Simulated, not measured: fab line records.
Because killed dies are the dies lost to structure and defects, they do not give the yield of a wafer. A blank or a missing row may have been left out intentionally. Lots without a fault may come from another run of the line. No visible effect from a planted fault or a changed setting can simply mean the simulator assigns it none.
Problem report in the 8D (eight disciplines) form, filled by code | flow gf180mcu | the parts of the form that need people (team, actions taken, sign-off) are left out

== 1. WHAT IS WRONG ==
At GF_MVSD_STRIP_10, strip time to endpoint s averages 14.88 s over 3 wafers from 2 lots, while fault-free wafers read 36.94 s, standard deviation 0.097. That is -99 or more standard deviations from the usual mean.
The step: strips in O2/N2.
First observed at day 7 12:44: wafer L259.1, on plasma asher-04. The record holds 39 wafers of 13 lots with a number at this step. Rule for "out", or "out of limits": more than 4 standard deviations from the usual mean. The rest of the wafers with a number are treated as sound.

== 2. WHAT THIS IS AND IS NOT ==
question                    | is                               | is not
which readings at this step | strip time to endpoint s         | drypump motor current A, heater power w, oes product au
which lots                  | L259, L260                       | L246, L247, L248, L249, L250, L251, L252, L253, L254, L255, L267
which wafers of those lots  | L259.1, L260.1, L260.2           | L259.3, L259.6, L260.3
read on which tools         | plasma asher-02, plasma asher-04 | plasma asher-01
when                        | from day 7 12:44                 | up to then (32 sound wafers); but 4 sound wafers of L260, L267 came after

== 3. SUSPECTS, AND WHAT RULES EACH OUT ==
Counting: any tool at a process step up to the reading remains a suspect provided it ran every lot that is out. Sound lots after the first of them don't rule it out here, since some wafers of a struck lot are sound.
- litho track-01 at GF_MVSD_COAT_02 (resist thk 3000 nm): kept. It processed each lot that is out (first: L259, day 7 04:16); up to then, its last sound lot is L255 (day 6 06:49).
The count leaves litho track-01 at GF_MVSD_COAT_02.

== 4. THE CAUSE (what the simulator had put in) ==
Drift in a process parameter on litho track-01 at GF_MVSD_COAT_02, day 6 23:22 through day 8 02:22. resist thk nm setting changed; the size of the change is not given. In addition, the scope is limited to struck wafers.
The count eliminated every tool but this one.

== 5. SEQUENCE OF EFFECTS, ordered by route ==
Each row: a reading whose mean over the struck wafers that have a number lies more than 3 standard deviations from the usual. Only readings for which the record gives a usual standard deviation are gone through. hours: the time from each lot's start at the first step in this table that gives one to its start at this step, as a median over the lots. sigmas: the change in usual standard deviations.
hours | step             | reading                  | usual   | on struck wafers | change | sigmas
0     | GF_MVSD_STRIP_10 | strip time to endpoint s | 36.94 s | 14.88            | -22.06 | -99 or more
Its process steps:
- GF_MVSD_STRIP_10: strips in O2/N2.
Later measuring or inspecting steps at which every struck wafer that the step has a row for has a number for every such reading, and none has moved that far: GF_VT_IMPLANT_TW_MEAS_32, GF_VT_IMPLANT_RS_MEAS_46, GF_VT_IMPLANT_RS_MEAS_49.

== 6. WHAT WOULD HAVE CAUGHT IT SOONER ==
First out-of-limits reading in this record: day 7 12:44, which is 13 hours after fault onset at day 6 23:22.
An alarm limit of 4 standard deviations would not have fired on the tool readings at GF_MVSD_COAT_02 for which the record gives a usual standard deviation, since none of them was out on any struck wafer.
By day 7 12:44, every lot that is out (2) had started GF_MVSD_COAT_02 on litho track-01. Tool hold at that time: it would have spared none of them.
